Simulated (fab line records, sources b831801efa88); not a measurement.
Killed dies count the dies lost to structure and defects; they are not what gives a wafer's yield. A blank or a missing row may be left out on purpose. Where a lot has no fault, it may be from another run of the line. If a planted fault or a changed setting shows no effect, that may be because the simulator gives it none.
Which tool is to blame?    flow gf180mcu    11 lots, 33 wafers sampled, at 4 steps of a route of 602

WHAT THE GAUGES SHOWED, per wafer
GF_V4_THK_MEAS_03. Usual: V4_CVD_02_THK 850 nm, standard deviation 10.
lot   measured      on             V4_CVD_02_THK (nm)  flag
L208  day 23 05:46  film-metro-03  842 845 851         
L209  day 23 17:19  film-metro-02  832 849 862         
L210  day 24 04:25  film-metro-03  852 840 863         
L217  day 26 15:08  film-metro-04  845 845 1207        OFF
L221  day 28 01:48  film-metro-02  852 837 848         
L225  day 29 04:14  film-metro-04  861 861 856         
L226  day 29 04:58  film-metro-02  845 838 843         
L227  day 29 22:20  film-metro-04  835 850 846         
L228  day 30 01:24  film-metro-03  844 855 857         
L230  day 30 05:40  film-metro-04  854 852 858         
L231  day 30 16:22  film-metro-04  858 858 869         

WHAT TOOL EACH LOT RAN ON (gives the tool, then ch and the chambers of the sampled wafers, and finally the start)
lot   GF_M2_SPUTTER_04              GF_M2_STRIP_17                        GF_V4_CVD_02
L208  pvd-sputter-03, day 17 23:25  plasma-asher-01 ch 0,1, day 18 23:49  pecvd-04 ch 0,2, day 23 05:41
L209  pvd-sputter-04, day 18 10:33  plasma-asher-04 ch 0,1, day 19 10:53  pecvd-02 ch 0,1,2, day 23 17:13
L210  pvd-sputter-01, day 18 23:22  plasma-asher-01 ch 0,1, day 19 23:57  pecvd-03 ch 1,2, day 24 04:21
L217  pvd-sputter-04, day 21 17:38  plasma-asher-04 ch 0, day 22 17:22    pecvd-03 ch 0,1,2, day 26 15:04
L221  pvd-sputter-04, day 23 09:06  plasma-asher-03 ch 0,1, day 24 07:34  pecvd-04 ch 1,2, day 28 01:44
L225  pvd-sputter-01, day 24 13:38  plasma-asher-03 ch 0,1, day 25 11:17  pecvd-03 ch 0,1,2, day 29 04:10
L226  pvd-sputter-03, day 24 16:09  plasma-asher-01 ch 0,1, day 25 13:38  pecvd-02 ch 0,1,2, day 29 04:55
L227  pvd-sputter-04, day 25 11:43  plasma-asher-01 ch 0,1, day 26 08:52  pecvd-02 ch 0,1,2, day 29 22:16
L228  pvd-sputter-01, day 25 14:50  plasma-asher-04 ch 0,1, day 26 12:10  pecvd-03 ch 1, day 30 01:17
L230  pvd-sputter-03, day 25 19:34  plasma-asher-03 ch 0,1, day 26 16:47  pecvd-04 ch 1,2, day 30 05:35
L231  pvd-sputter-01, day 26 08:59  plasma-asher-04 ch 0,1, day 27 05:38  pecvd-04 ch 0,1,2, day 30 16:17
- GF_M2_SPUTTER_04: material TiN, target thk 50 nm, time 41.7 s.
- GF_M2_STRIP_17: strips in O2/N2.
- GF_V4_CVD_02: deposits SiO2 from TEOS, target thk 850 nm, time 94.851 s.

WHAT THE TOOLS THEMSELVES READ (means of the sampled wafers that have a number; where no wafer has one, the mark that the record gives instead)
GF_M2_SPUTTER_04. Usual: 29.9 % for throttle-valve-pct, sd 0.92.
lot   tool            throttle-valve-pct (%)  flag
L208  pvd-sputter-03  30.2                    
L209  pvd-sputter-04  30.0                    
L210  pvd-sputter-01  30.4                    
L217  pvd-sputter-04  30.0                    
L221  pvd-sputter-04  30.1                    
L225  pvd-sputter-01  30.4                    
L226  pvd-sputter-03  30.3                    
L227  pvd-sputter-04  30.5                    
L228  pvd-sputter-01  29.9                    
L230  pvd-sputter-03  30.9                    
L231  pvd-sputter-01  30.0                    

GF_M2_STRIP_17. Usual: drypump-motor-current-A 5.7 A, standard deviation 0.58; heater-power-w 312 W, standard deviation 54; oes-product-au 0.537 a.u., standard deviation 0.0048; strip-time-to-endpoint-s 7.37 s, standard deviation 0.044.
lot   tool             drypump-motor-current-A (A)  heater-power-w (W)  oes-product-au (a.u.)  strip-time-to-endpoint-s (s)  flag
L208  plasma-asher-01  5.4                          278                 0.539                  7.37                          
L209  plasma-asher-04  5.8                          290                 0.536                  7.36                          
L210  plasma-asher-01  5.1                          284                 0.538                  7.36                          
L217  plasma-asher-04  6.5                          302                 0.539                  7.39                          
L221  plasma-asher-03  6.3                          369                 0.540                  7.37                          
L225  plasma-asher-03  6.3                          372                 0.538                  7.39                          
L226  plasma-asher-01  5.3                          277                 0.540                  7.42                          
L227  plasma-asher-01  5.4                          280                 0.538                  7.43                          
L228  plasma-asher-04  6.1                          299                 0.542                  7.42                          
L230  plasma-asher-03  6.2                          409                 0.535                  7.38                          
L231  plasma-asher-04  5.8                          286                 0.540                  7.31                          

GF_V4_CVD_02. Usual: heater-power-w 734 W, standard deviation 110; rf-fwd-power-W 596.2 W, standard deviation 2.
lot   tool      heater-power-w (W)  rf-fwd-power-W (W)  flag
L208  pecvd-04  618                 597.0               
L209  pecvd-02  591                 597.5               
L210  pecvd-03  768                 592.4               
L217  pecvd-03  770                 596.5               
L221  pecvd-04  744                 597.3               
L225  pecvd-03  815                 597.6               
L226  pecvd-02  674                 595.7               
L227  pecvd-02  629                 596.4               
L228  pecvd-03  913                 598.1               
L230  pecvd-04  686                 596.4               
L231  pecvd-04  700                 597.6               

THE ANSWER, worked out from the rows above alone
Rule: take the mean of a lot's wafers that have a number; if it is more than 3 standard deviations from the usual mean, the lot is off. A lot without any number at a reading at which 4 lots or more have one is off too. Where the step has rows for the other lots, those lots are counted as sound. The gauges are gone through in route order, then the tools' own readings, and for those a lot's mean is taken as printed above. The first step at which some lot is off is used, and at that step the reading that is off furthest; a lot without a number counts as furthest.
Off: L217, seen at GF_V4_THK_MEAS_03 (V4_CVD_02_THK).
If a tool, at a process step before that reading, ran all the lots that are off and no sound lot after the first of them, it fits. Gauges at GF_V4_THK_MEAS_03: tried the same way as those tools. None of those tried fits.

WHAT HAD BEEN PUT IN BY THE SIMULATOR
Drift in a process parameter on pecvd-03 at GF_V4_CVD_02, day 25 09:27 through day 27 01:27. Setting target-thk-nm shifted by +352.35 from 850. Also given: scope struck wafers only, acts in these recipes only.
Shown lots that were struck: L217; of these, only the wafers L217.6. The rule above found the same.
